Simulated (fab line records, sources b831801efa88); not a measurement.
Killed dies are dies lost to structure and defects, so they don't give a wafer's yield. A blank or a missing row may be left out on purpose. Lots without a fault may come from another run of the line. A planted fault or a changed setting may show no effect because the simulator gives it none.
A struck lot beside a sound one | flow sky130 | 14 steps out of a route of 708
Sound: wafers L560.1, L560.3, L560.6. Struck: wafers L550.1, L550.3, L550.5. The cause comes at the end.
At each step with rows: each side's tool, then ch and its chambers, then its first start. Under that, the readings that differ: sound wafers | struck wafers | difference of the means | sigmas: that difference in standard deviations of wafers without a fault.
alike: readings whose means differ by less than 2 such deviations, and words and numbers that are the same on both sides. not compared: withheld readings, readings that some wafer has no value for, bounds like >300 that may hide the same value, and numbers for which the record gives no deviation and whose values overlap.
The two part at a step that has a row with sigmas, a row that says differs or no value, or rows on one side only. Numbers that don't overlap but have no deviation are shown without sigmas and don't part them. A reading that every wafer of one side lacks parts them only if that side has two wafers or more.

first, 1 step without rows for these wafers: SKY_POLY_CUT_DEVELOP_07 (develop time 60 s).
SKY_POLY_CUT_CD_MEAS_08: target cd 270 nm.
  sound on cd_sem-02, day 31 19:29; struck on cd_sem-02, day 28 13:38
  alike: cd_nm
SKY_POLY_CUT_OVL_MEAS_09:
  sound on overlay-02, day 31 19:36; struck on overlay-02, day 28 13:45
  alike: POLY_CUT_OVL
SKY_POLY_CUT_ETCH_10: etches BARC in N2/H2, stops on SiO2, time 45.9 s, target depth 60 nm.
  sound on rie_diel-01 ch 0,1,2, day 31 19:38; struck on rie_diel-03 ch 0,1,2, day 28 13:47
  alike: drypump_motor_current_A, oes_product_au, throttle_valve_pct
  not compared: rf_hours_counter_h
SKY_POLY_CUT_ETCH_11: etches Si3N4 in CF4/CH2F2/Ar, stops on poly-Si, time 42.5 s, target depth 60 nm.
  sound on rie_diel-01 ch 0,1,2, day 31 19:41; struck on rie_diel-03 ch 0,1,2, day 28 13:50
  reading               | sound             | struck            | difference | sigmas
  oes_product_au (a.u.) | 0.821 0.813 0.815 | 0.833 0.837 0.829 | +0.017     | +3
  alike: drypump_motor_current_A, throttle_valve_pct
  not compared: rf_hours_counter_h
SKY_POLY_CUT_STRIP_12: strips in O2/N2.
  sound on plasma_asher-01 ch 0,1, day 31 19:43; struck on plasma_asher-02 ch 0,1, day 28 13:52
  alike: drypump_motor_current_A, oes_product_au, strip_time_to_endpoint_s
  not compared: rf_hours_counter_h
then, 6 steps without rows for these wafers: SKY_SD_P_DEHYDRATE_00 (time 60 s); SKY_SD_P_HMDS_01 (prime time 60 s); SKY_SD_P_COAT_02 (resist thk 1140 nm); SKY_SD_P_SOFTBAKE_03 (time 60 s); SKY_SD_P_EXPOSE_04 (exposes mask PSDM, target cd 380 nm); SKY_SD_P_PEB_05.
SKY_SD_P_DEVELOP_06: develop time 60 s.
  sound on litho_track-04 ch 0, day 32 22:13; struck on litho_track-04, day 29 15:37
  no value came back on the struck wafers for chill_plate_temp_C (C), develop_time_s (s), developer_temp_C (C); on the sound wafers chill_plate_temp_C (C) reads 23.08 23.02 23.03
SKY_SD_P_CD_MEAS_07: target cd 380 nm.
  sound on cd_sem-02, day 32 22:22; struck on cd_sem-01, day 29 15:46
  reading    | sound             | struck | difference                    | sigmas
  cd_nm (nm) | 373.6 376.7 374.9 | - - -  | no value on the struck wafers |

WHERE THEY PART
First at SKY_POLY_CUT_ETCH_11; last, within this record, at SKY_SD_P_CD_MEAS_07.

WHY: what the simulator had put in
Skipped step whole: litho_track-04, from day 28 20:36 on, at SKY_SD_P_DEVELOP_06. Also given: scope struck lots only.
